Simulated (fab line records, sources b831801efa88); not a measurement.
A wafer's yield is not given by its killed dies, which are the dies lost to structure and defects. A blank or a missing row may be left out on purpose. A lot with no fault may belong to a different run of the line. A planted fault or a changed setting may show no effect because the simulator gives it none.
fab line records + flow sky130
[record]
- lots = 13
- wafers = 39
- last_day = 50
route steps=708 shown GATE_OXIDE@197 POLY_GATE@205 PAD_OPEN@708
lots that met no fault: taken from a fault-free run of the same line
start_h: hours from the record's opening day to when the first of the lot's shown wafers began + wait_h: how many hours have passed since the lot's step before this one + " same as the row above + L1.1+2: a row that stands for several wafers + - no value, or no start given + * or withheld: withheld + < > ~ a bound
route shown NAME@n: names a module that has steps shown in the file, with the first one's number in the route + usual: mean and standard deviation over wafers with no fault + same: alike in all rows + chamber/n: place in a boat + sites: readings site by site + _std_site: standard deviation of those values + _edge_site: inner sites' mean taken away from outer sites' mean + radius_mm: how far each site lies from the wafer's centre + mask NAME#n: copy n + behind: the tool/chamber that last shaped the wafer + hold: reason for holding the lot/hours on hold/outcome of the hold + device: the n, p or np transistor that did not switch + end of line: the tests these same wafers got at the end of their route + for a step that has no rows: nothing shown but its recipe + killed: the dies lost at the first sort to structure and to defects; this is not the yield of the wafer + map: per-die view of a wafer (x killed, . not killed, _ where there is no die)
set.NAME: the run value of the setting; set.NAME@STEP: its run value at that earlier step + model.NAME: the simulator's own value behind a step, which no gauge read
a sample of lots followed through the steps of the route, with each step as a table and each wafer as a row
services: from which hour (start_h, from the record's first day; less than 0 if before it) a tool's chamber was out of use, for how many hours, and why
[[steps]]
[step SKY_GATE_OXIDE_OVL_MEAS_10]
[usual]
- GATE_OXIDE_OVL = 0.5/1.2
| lot.wafer | tool       | chamber | start_h | wait_h | GATE_OXIDE_OVL[nm] |
|-----------|------------|---------|---------|--------|--------------------|
| L312.2    | overlay-02 | -       | 302.47  | 0.1    | 0.2                |
| L312.3    | "          | -       | "       | "      | -1.2               |
| L312.4    | "          | -       | "       | "      | 0.2                |
| L313.3    | overlay-02 | -       | 313.18  | 0.1    | -2.4               |
| L313.5    | "          | -       | "       | "      | -1.6               |
| L313.6    | "          | -       | "       | "      | 0.0                |
| L317.1    | overlay-02 | -       | 340.47  | 0.1    | 0.3                |
| L317.4    | "          | -       | "       | "      | -1.8               |
| L317.6    | "          | -       | "       | "      | 1.0                |
| L321.4    | overlay-02 | -       | 404.03  | 0.1    | 2.9                |
| L321.5    | "          | -       | "       | "      | 3.5                |
| L321.6    | "          | -       | "       | "      | 1.9                |
| L322.2    | overlay-02 | -       | 414.47  | 0.1    | 1.2                |
| L322.5    | "          | -       | "       | "      | 1.8                |
| L322.6    | "          | -       | "       | "      | 1.4                |
| L326.3    | overlay-01 | -       | 434.51  | 0.1    | -0.2               |
| L326.5    | "          | -       | "       | "      | -1.2               |
| L326.6    | "          | -       | "       | "      | -0.7               |
| L328.1    | overlay-02 | -       | 456.40  | 0.1    | 0.0                |
| L328.3    | "          | -       | "       | "      | 0.4                |
| L328.4    | "          | -       | "       | "      | -1.7               |
| L329.2    | overlay-01 | -       | 464.55  | 0.1    | -0.3               |
| L329.5    | "          | -       | "       | "      | 0.0                |
| L329.6    | "          | -       | "       | "      | 1.4                |
| L331.2    | overlay-01 | -       | 470.62  | 0.1    | 0.4                |
| L331.5    | "          | -       | "       | "      | 1.0                |
| L331.6    | "          | -       | "       | "      | -1.0               |
| L333.1    | overlay-01 | -       | 485.65  | 0.1    | 0.2                |
| L333.2    | "          | -       | "       | "      | 0.4                |
| L333.5    | "          | -       | "       | "      | -1.8               |
| L332.3    | overlay-01 | -       | 486.26  | 0.1    | 1.3                |
| L332.4    | "          | -       | "       | "      | 1.8                |
| L332.5    | "          | -       | "       | "      | 1.8                |
| L334.1    | overlay-02 | -       | 494.55  | 0.1    | 1.5                |
| L334.3    | "          | -       | "       | "      | 1.0                |
| L334.4    | "          | -       | "       | "      | 1.5                |
| L335.1    | overlay-01 | -       | 498.85  | 0.1    | 0.1                |
| L335.3    | "          | -       | "       | "      | 1.1                |
| L335.4    | "          | -       | "       | "      | 0.8                |
[step SKY_GATE_OXIDE_IMPLANT_11]
[recipe]
- species = B
- energy_kev = 10
- dose_cm2 = 2.6e+12
- tilt_deg = withheld
[usual]
- dose_ions_cm2 = 2.6004e+12/2.9e+09
- faraday_current_uA = 14.7/0.3
| lot.wafer | tool         | chamber | start_h | wait_h | dose_ions_cm2 | faraday_current_uA |
|-----------|--------------|---------|---------|--------|---------------|--------------------|
| L312.2    | implanter-03 | 0       | 302.53  | 0.0    | 2.604e+12     | 14.9               |
| L312.3    | "            | 0       | "       | "      | 2.6011e+12    | 14.3               |
| L312.4    | "            | 0       | "       | "      | 2.6045e+12    | 14.7               |
| L313.3    | implanter-01 | 0       | 313.25  | 0.1    | 2.5994e+12    | 14.6               |
| L313.5    | "            | 0       | "       | "      | 2.5995e+12    | 14.7               |
| L313.6    | "            | 0       | "       | "      | 2.5981e+12    | 15.1               |
| L317.1    | implanter-02 | 0       | 340.50  | 0.0    | 2.6019e+12    | 14.7               |
| L317.4    | "            | 0       | "       | "      | 2.6002e+12    | 14.6               |
| L317.6    | "            | 0       | "       | "      | 2.5984e+12    | 14.4               |
| L321.4    | implanter-01 | 0       | 404.12  | 0.1    | 1.4578e+12    | 8.0                |
| L321.5    | "            | 0       | "       | "      | 1.4555e+12    | 8.2                |
| L321.6    | "            | 0       | "       | "      | 1.457e+12     | 8.0                |
| L322.2    | implanter-01 | 0       | 414.53  | 0.0    | 1.4557e+12    | 8.2                |
| L322.5    | "            | 0       | "       | "      | 1.4514e+12    | 8.3                |
| L322.6    | "            | 0       | "       | "      | 1.4584e+12    | 8.4                |
| L326.3    | implanter-02 | 0       | 434.58  | 0.1    | 2.6029e+12    | 14.3               |
| L326.5    | "            | 0       | "       | "      | 2.6042e+12    | 14.4               |
| L326.6    | "            | 0       | "       | "      | 2.6018e+12    | 14.8               |
| L328.1    | implanter-02 | 0       | 456.43  | 0.0    | 2.5965e+12    | 14.6               |
| L328.3    | "            | 0       | "       | "      | 2.6042e+12    | 14.5               |
| L328.4    | "            | 0       | "       | "      | 2.5991e+12    | 14.8               |
| L329.2    | implanter-02 | 0       | 464.61  | 0.0    | 2.6034e+12    | 14.8               |
| L329.5    | "            | 0       | "       | "      | 2.6031e+12    | 14.7               |
| L329.6    | "            | 0       | "       | "      | 2.5997e+12    | 14.4               |
| L331.2    | implanter-01 | 0       | 470.68  | 0.0    | 2.6018e+12    | 14.3               |
| L331.5    | "            | 0       | "       | "      | 2.6022e+12    | 15.2               |
| L331.6    | "            | 0       | "       | "      | 2.6041e+12    | 14.7               |
| L333.1    | implanter-01 | 0       | 485.68  | 0.0    | 2.6006e+12    | 14.4               |
| L333.2    | "            | 0       | "       | "      | 2.5955e+12    | 14.5               |
| L333.5    | "            | 0       | "       | "      | 2.5981e+12    | 14.3               |
| L332.3    | implanter-01 | 0       | 486.33  | 0.1    | 2.6001e+12    | 14.4               |
| L332.4    | "            | 0       | "       | "      | 2.6041e+12    | 14.8               |
| L332.5    | "            | 0       | "       | "      | 2.6052e+12    | 14.7               |
| L334.1    | implanter-01 | 0       | 494.58  | 0.0    | 2.6031e+12    | 14.9               |
| L334.3    | "            | 0       | "       | "      | 2.6048e+12    | 14.4               |
| L334.4    | "            | 0       | "       | "      | 2.604e+12     | 14.1               |
| L335.1    | implanter-02 | 0       | 498.88  | 0.0    | 2.596e+12     | 15.0               |
| L335.3    | "            | 0       | "       | "      | 2.5945e+12    | 14.9               |
| L335.4    | "            | 0       | "       | "      | 2.6006e+12    | 14.6               |
[step SKY_GATE_OXIDE_TW_MEAS_14]
[usual]
- GATE_OXIDE_TW = 223.7/1.7
| lot.wafer | tool          | chamber | start_h | wait_h | GATE_OXIDE_TW |
|-----------|---------------|---------|---------|--------|---------------|
| L312.2    | film_metro-02 | -       | 302.88  | 0.1    | 222.1         |
| L312.3    | "             | -       | "       | "      | 220.2         |
| L312.4    | "             | -       | "       | "      | 221.8         |
| L313.3    | film_metro-04 | -       | 313.58  | 0.1    | 223.6         |
| L313.5    | "             | -       | "       | "      | 223.6         |
| L313.6    | "             | -       | "       | "      | 223.7         |
| L317.1    | film_metro-01 | -       | 340.85  | 0.1    | 225.5         |
| L317.4    | "             | -       | "       | "      | 226.2         |
| L317.6    | "             | -       | "       | "      | 225.1         |
| L321.4    | film_metro-01 | -       | 404.43  | 0.1    | 190.4         |
| L321.5    | "             | -       | "       | "      | 191.4         |
| L321.6    | "             | -       | "       | "      | 191.2         |
| L322.2    | film_metro-01 | -       | 414.86  | 0.1    | 189.7         |
| L322.5    | "             | -       | "       | "      | 191.9         |
| L322.6    | "             | -       | "       | "      | 191.5         |
| L326.3    | film_metro-04 | -       | 434.91  | 0.1    | 224.2         |
| L326.5    | "             | -       | "       | "      | 223.8         |
| L326.6    | "             | -       | "       | "      | 221.5         |
| L328.1    | film_metro-02 | -       | 456.80  | 0.1    | 222.3         |
| L328.3    | "             | -       | "       | "      | 220.3         |
| L328.4    | "             | -       | "       | "      | 221.7         |
| L329.2    | film_metro-04 | -       | 464.95  | 0.1    | 225.7         |
| L329.5    | "             | -       | "       | "      | 224.3         |
| L329.6    | "             | -       | "       | "      | 224.9         |
| L331.2    | film_metro-02 | -       | 471.02  | 0.1    | 221.9         |
| L331.5    | "             | -       | "       | "      | 221.5         |
| L331.6    | "             | -       | "       | "      | 221.9         |
| L333.1    | film_metro-01 | -       | 486.04  | 0.1    | 225.5         |
| L333.2    | "             | -       | "       | "      | 225.2         |
| L333.5    | "             | -       | "       | "      | 223.6         |
| L332.3    | film_metro-02 | -       | 486.76  | 0.1    | 223.6         |
| L332.4    | "             | -       | "       | "      | 221.7         |
| L332.5    | "             | -       | "       | "      | 222.8         |
| L334.1    | film_metro-04 | -       | 494.94  | 0.1    | 223.3         |
| L334.3    | "             | -       | "       | "      | 224.3         |
| L334.4    | "             | -       | "       | "      | 223.9         |
| L335.1    | film_metro-01 | -       | 499.34  | 0.1    | 225.1         |
| L335.3    | "             | -       | "       | "      | 225.7         |
| L335.4    | "             | -       | "       | "      | 225.2         |
[step SKY_POLY_GATE_THK_MEAS_01]
[recipe]
- reads = poly-Si_of_POLY_GATE_CVD_00
[usual]
- POLY_GATE_CVD_00_THK = 179.0/2
| lot.wafer | tool          | chamber | start_h | wait_h | POLY_GATE_CVD_00_THK[nm] |
|-----------|---------------|---------|---------|--------|--------------------------|
| L312.2    | film_metro-01 | -       | 309.24  | 0.0    | 177.1                    |
| L312.3    | "             | -       | "       | "      | 175.4                    |
| L312.4    | "             | -       | "       | "      | 176.2                    |
| L313.3    | film_metro-01 | -       | 316.95  | 0.0    | 179.7                    |
| L313.5    | "             | -       | "       | "      | 180.0                    |
| L313.6    | "             | -       | "       | "      | 178.5                    |
| L317.1    | film_metro-03 | -       | 345.75  | 0.0    | 176.2                    |
| L317.4    | "             | -       | "       | "      | 175.3                    |
| L317.6    | "             | -       | "       | "      | 175.7                    |
| L321.4    | film_metro-01 | -       | 408.14  | 0.0    | 177.2                    |
| L321.5    | "             | -       | "       | "      | 177.3                    |
| L321.6    | "             | -       | "       | "      | 179.6                    |
| L322.2    | film_metro-04 | -       | 418.74  | 0.0    | 178.2                    |
| L322.5    | "             | -       | "       | "      | 177.5                    |
| L322.6    | "             | -       | "       | "      | 178.7                    |
| L326.3    | film_metro-04 | -       | 438.52  | 0.0    | 179.4                    |
| L326.5    | "             | -       | "       | "      | 178.4                    |
| L326.6    | "             | -       | "       | "      | 178.8                    |
| L328.1    | film_metro-03 | -       | 459.75  | 0.0    | 180.1                    |
| L328.3    | "             | -       | "       | "      | 179.1                    |
| L328.4    | "             | -       | "       | "      | 180.5                    |
| L329.2    | film_metro-03 | -       | 468.40  | 0.0    | 180.3                    |
| L329.5    | "             | -       | "       | "      | 181.2                    |
| L329.6    | "             | -       | "       | "      | 181.1                    |
| L331.2    | film_metro-01 | -       | 473.87  | 0.0    | 181.1                    |
| L331.5    | "             | -       | "       | "      | 181.8                    |
| L331.6    | "             | -       | "       | "      | 181.6                    |
| L333.1    | film_metro-03 | -       | 489.26  | 0.0    | 177.1                    |
| L333.2    | "             | -       | "       | "      | 176.9                    |
| L333.5    | "             | -       | "       | "      | 175.8                    |
| L332.3    | film_metro-04 | -       | 490.48  | 0.0    | 181.1                    |
| L332.4    | "             | -       | "       | "      | 180.8                    |
| L332.5    | "             | -       | "       | "      | 180.6                    |
| L334.1    | film_metro-03 | -       | 497.78  | 0.0    | 179.5                    |
| L334.3    | "             | -       | "       | "      | 179.1                    |
| L334.4    | "             | -       | "       | "      | 179.2                    |
| L335.1    | film_metro-01 | -       | 502.18  | 0.0    | 180.6                    |
| L335.3    | "             | -       | "       | "      | 182.2                    |
| L335.4    | "             | -       | "       | "      | 180.2                    |
[step SKY_POLY_GATE_CD_MEAS_13]
[recipe]
- target_cd_nm = 150
[usual]
- cd_nm = 150.1/1.5
| lot.wafer | tool      | chamber | start_h | wait_h | cd_nm |
|-----------|-----------|---------|---------|--------|-------|
| L312.2    | cd_sem-01 | -       | 364.08  | -      | 149.6 |
| L312.3    | "         | -       | "       | "      | 147.4 |
| L312.4    | "         | -       | "       | "      | 148.3 |
| L313.3    | cd_sem-02 | -       | 375.26  | -      | 150.1 |
| L313.5    | "         | -       | "       | "      | 150.8 |
| L313.6    | "         | -       | "       | "      | 152.0 |
| L317.1    | cd_sem-01 | -       | 405.01  | -      | 150.1 |
| L317.4    | "         | -       | "       | "      | 149.9 |
| L317.6    | "         | -       | "       | "      | 150.4 |
| L321.4    | cd_sem-01 | -       | 471.85  | -      | 148.3 |
| L321.5    | "         | -       | "       | "      | 150.3 |
| L321.6    | "         | -       | "       | "      | 149.8 |
| L322.2    | cd_sem-01 | -       | 481.06  | -      | 150.2 |
| L322.5    | "         | -       | "       | "      | 151.7 |
| L322.6    | "         | -       | "       | "      | 150.8 |
| L326.3    | cd_sem-01 | -       | 501.15  | -      | 151.1 |
| L326.5    | "         | -       | "       | "      | 151.4 |
| L326.6    | "         | -       | "       | "      | 150.2 |
| L328.1    | cd_sem-02 | -       | 522.19  | -      | 148.5 |
| L328.3    | "         | -       | "       | "      | 147.8 |
| L328.4    | "         | -       | "       | "      | 147.8 |
| L329.2    | cd_sem-02 | -       | 532.94  | -      | 148.3 |
| L329.5    | "         | -       | "       | "      | 148.5 |
| L329.6    | "         | -       | "       | "      | 147.0 |
| L331.2    | cd_sem-01 | -       | 535.86  | -      | 151.0 |
| L331.5    | "         | -       | "       | "      | 149.9 |
| L331.6    | "         | -       | "       | "      | 150.3 |
| L333.1    | cd_sem-02 | -       | 551.47  | -      | 152.5 |
| L333.2    | "         | -       | "       | "      | 153.6 |
| L333.5    | "         | -       | "       | "      | 152.8 |
| L332.3    | cd_sem-01 | -       | 553.06  | -      | 150.7 |
| L332.4    | "         | -       | "       | "      | 152.3 |
| L332.5    | "         | -       | "       | "      | 151.3 |
| L334.1    | cd_sem-01 | -       | 561.46  | -      | 148.4 |
| L334.3    | "         | -       | "       | "      | 147.6 |
| L334.4    | "         | -       | "       | "      | 149.0 |
| L335.1    | cd_sem-02 | -       | 566.76  | -      | 149.2 |
| L335.3    | "         | -       | "       | "      | 150.5 |
| L335.4    | "         | -       | "       | "      | 151.8 |
[step SKY_PAD_OPEN_PROBE_99]
[usual]
- killed_at_M0_to_M3 = 44/6.4
- killed_at_M4_up = 3.6/2.1
- killed_at_contacts = 23/5.1
- killed_at_front_end = 15/4.3
- killed_at_other = 0.3/0.56
- killed_dies = 86/9
- killed_on_rim = 17/3.3
- killed_open = 47/6.4
- killed_short = 39/5.8
[same]
- gross_dies = 492
- killed_at_back_side = 0
| lot.wafer | tool      | chamber | start_h | wait_h | killed_at_M0_to_M3 | killed_at_M4_up | killed_at_contacts | killed_at_front_end | killed_at_other | killed_dies | killed_on_rim | killed_open | killed_short |
|-----------|-----------|---------|---------|--------|--------------------|-----------------|--------------------|---------------------|-----------------|-------------|---------------|-------------|--------------|
| L322.2    | prober-02 | -       | 1137.28 | 0.1    | 40                 | 9               | 24                 | 12                  | 1               | 86          | 22            | 48          | 37           |
| L322.5    | prober-02 | -       | 1137.43 | 0.2    | 53                 | 5               | 16                 | 12                  | 1               | 87          | 14            | 54          | 32           |
| L322.6    | prober-02 | -       | 1137.48 | 0.2    | 47                 | 7               | 24                 | 9                   | 1               | 88          | 13            | 40          | 47           |
| L326.3    | prober-01 | -       | 1154.07 | 0.2    | 37                 | 2               | 32                 | 13                  | 0               | 84          | 19            | 47          | 37           |
| L326.5    | prober-01 | -       | 1154.17 | 0.2    | 37                 | 6               | 24                 | 19                  | 0               | 86          | 14            | 49          | 37           |
| L326.6    | prober-01 | -       | 1154.22 | 0.2    | 43                 | 3               | 22                 | 22                  | 0               | 90          | 19            | 51          | 39           |
| L329.2    | prober-01 | -       | 1175.61 | 0.1    | 40                 | 3               | 32                 | 15                  | 0               | 90          | 15            | 52          | 38           |
| L329.5    | prober-01 | -       | 1175.76 | 0.2    | 48                 | 6               | 25                 | 13                  | 0               | 92          | 19            | 56          | 36           |
| L329.6    | prober-01 | -       | 1175.81 | 0.2    | 50                 | 3               | 30                 | 18                  | 0               | 101         | 18            | 65          | 36           |
| L334.1    | prober-01 | -       | 1194.52 | 0.1    | 47                 | 2               | 27                 | 16                  | 0               | 92          | 20            | 53          | 39           |
| L334.3    | prober-01 | -       | 1194.62 | 0.2    | 35                 | 4               | 15                 | 17                  | 0               | 71          | 16            | 37          | 34           |
| L334.4    | prober-01 | -       | 1194.67 | 0.2    | 50                 | 2               | 26                 | 10                  | 1               | 89          | 17            | 49          | 39           |
// killed by level:class
L322.2 VIA1:geometric_particle:open=12 LI_CONTACT:geometric_particle:open=7 VIA3:geometric_particle:open=7 CONTACT:geometric_particle:open=6 CONTACT:geometric_particle:short=6 VIA2:geometric_particle:open=6 METAL4:geometric_particle:short=6 VIA1:geometric_particle:short=4
L322.5 VIA1:geometric_particle:open=19 VIA1:geometric_particle:short=7 VIA2:geometric_particle:open=7 CONTACT:geometric_particle:open=6 VIA3:geometric_particle:open=6 CONTACT:geometric_particle:short=5 METAL2:geometric_particle:short=5 FIELD_ISO:geometric_particle:open=4
L322.6 METAL1:geometric_particle:short=9 LI_CONTACT:geometric_particle:open=7 CONTACT:geometric_particle:short=6 CONTACT:geometric_particle:open=6 VIA1:geometric_particle:open=6 VIA3:geometric_particle:open=6 METAL2:geometric_particle:short=5 METAL4:geometric_particle:short=5
L326.3 CONTACT:geometric_particle:open=11 VIA1:geometric_particle:open=11 LI_CONTACT:geometric_particle:open=7 LOCAL_INTERCONNECT:geometric_particle:short=7 METAL2:geometric_particle:short=6 FIELD_ISO:geometric_particle:short=4 VIA3:geometric_particle:short=4 POLY_GATE:geometric_particle:open=3
L326.5 CONTACT:geometric_particle:open=11 VIA1:geometric_particle:open=9 FIELD_ISO:geometric_particle:short=8 LI_CONTACT:geometric_particle:open=6 VIA2:geometric_particle:open=6 FIELD_ISO:geometric_particle:open=5 VIA1:geometric_particle:short=4 VIA2:geometric_particle:short=4
L326.6 VIA1:geometric_particle:open=11 LI_CONTACT:geometric_particle:open=9 CONTACT:geometric_particle:open=7 FIELD_ISO:geometric_particle:short=6 METAL1:geometric_particle:short=6 POLY_GATE:geometric_particle:open=6 METAL2:geometric_particle:short=5 VIA3:geometric_particle:open=5
L329.2 LI_CONTACT:geometric_particle:open=12 CONTACT:geometric_particle:open=7 VIA1:geometric_particle:open=7 VIA1:geometric_particle:short=6 VIA3:geometric_particle:open=6 LOCAL_INTERCONNECT:geometric_particle:short=5 POLY_GATE:geometric_particle:short=4 LI_CONTACT:geometric_particle:short=4
L329.5 VIA2:geometric_particle:open=12 VIA3:geometric_particle:open=10 CONTACT:geometric_particle:open=9 METAL1:geometric_particle:short=9 LI_CONTACT:geometric_particle:open=6 VIA1:geometric_particle:open=5 FIELD_ISO:geometric_particle:open=4 METAL3:geometric_particle:short=4
L329.6 CONTACT:geometric_particle:open=14 VIA1:geometric_particle:open=14 LI_CONTACT:geometric_particle:open=9 VIA2:geometric_particle:open=7 VIA3:geometric_particle:open=7 METAL1:geometric_particle:short=6 VIA1:geometric_particle:short=5 FIELD_ISO:geometric_particle:short=4
L334.1 LI_CONTACT:geometric_particle:open=10 CONTACT:geometric_particle:open=8 METAL1:geometric_particle:short=8 VIA3:geometric_particle:open=8 FIELD_ISO:geometric_particle:open=7 VIA1:geometric_particle:short=7 VIA1:geometric_particle:open=7 VIA3:geometric_particle:short=6
L334.3 VIA1:geometric_particle:open=11 CONTACT:geometric_particle:open=7 FIELD_ISO:geometric_particle:short=5 METAL1:geometric_particle:short=5 CONTACT:geometric_particle:short=5 POLY_GATE:geometric_particle:open=4 METAL4:geometric_particle:short=4 METAL2:geometric_particle:short=3
L334.4 CONTACT:geometric_particle:open=12 VIA1:geometric_particle:open=9 VIA3:geometric_particle:open=9 VIA1:geometric_particle:short=8 CONTACT:geometric_particle:short=6 VIA2:geometric_particle:short=6 LI_CONTACT:geometric_particle:open=5 FIELD_ISO:geometric_particle:short=4
[[services]]
| tool         | chamber | start_h | hours | kind   |
|--------------|---------|---------|-------|--------|
| implanter-01 | -       | 289.88  | 0.6   | repair |
| implanter-01 | -       | 316.00  | 4.8   | pm     |
| implanter-03 | -       | 323.82  | 1.1   | repair |
| implanter-03 | -       | 446.32  | 21.4  | repair |
| implanter-01 | -       | 451.53  | 1.7   | pm     |
[[key]]
[first_sign]
- step = SKY_GATE_OXIDE_IMPLANT_11
- reading = dose_ions_cm2
- direction = down
- sigmas = 99+
- usual = *
- struck = *
[effect]
- step = SKY_GATE_OXIDE_IMPLANT_11
- reading = faraday_current_uA
- direction = down
- sigmas = 22
- usual = 14.7
- struck = 8.2
[effect]
- step = SKY_GATE_OXIDE_TW_MEAS_14
- reading = GATE_OXIDE_TW
- direction = down
- sigmas = 19
- usual = 223.7
- struck = 191.0
met_at SKY_GATE_OXIDE_IMPLANT_11
struck_lots L321,L322
tester_left_out L321,L322
not_acting_at SKY_GATE_OXIDE_OVL_MEAS_10,SKY_POLY_GATE_THK_MEAS_01,SKY_POLY_GATE_CD_MEAS_13
onset_between 313.25 404.12
[fault]
- kind = process_parameter_drift
- tool = implanter-01
- chamber = -
- onset_h = 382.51
- steps = SKY_GATE_OXIDE_IMPLANT_11
- channel = dose_cm2
- offset = *
- shape = step
- end_h = 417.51
- acts_in = *
- stated = *
// tester_left_out: of these lots the tester's yield and bins aren't shown, on N5 and GAA mostly nor the transistor test; their killed dies are dies lost to structure and defects alone, not to doping, threshold or leakage, so they don't give the yield
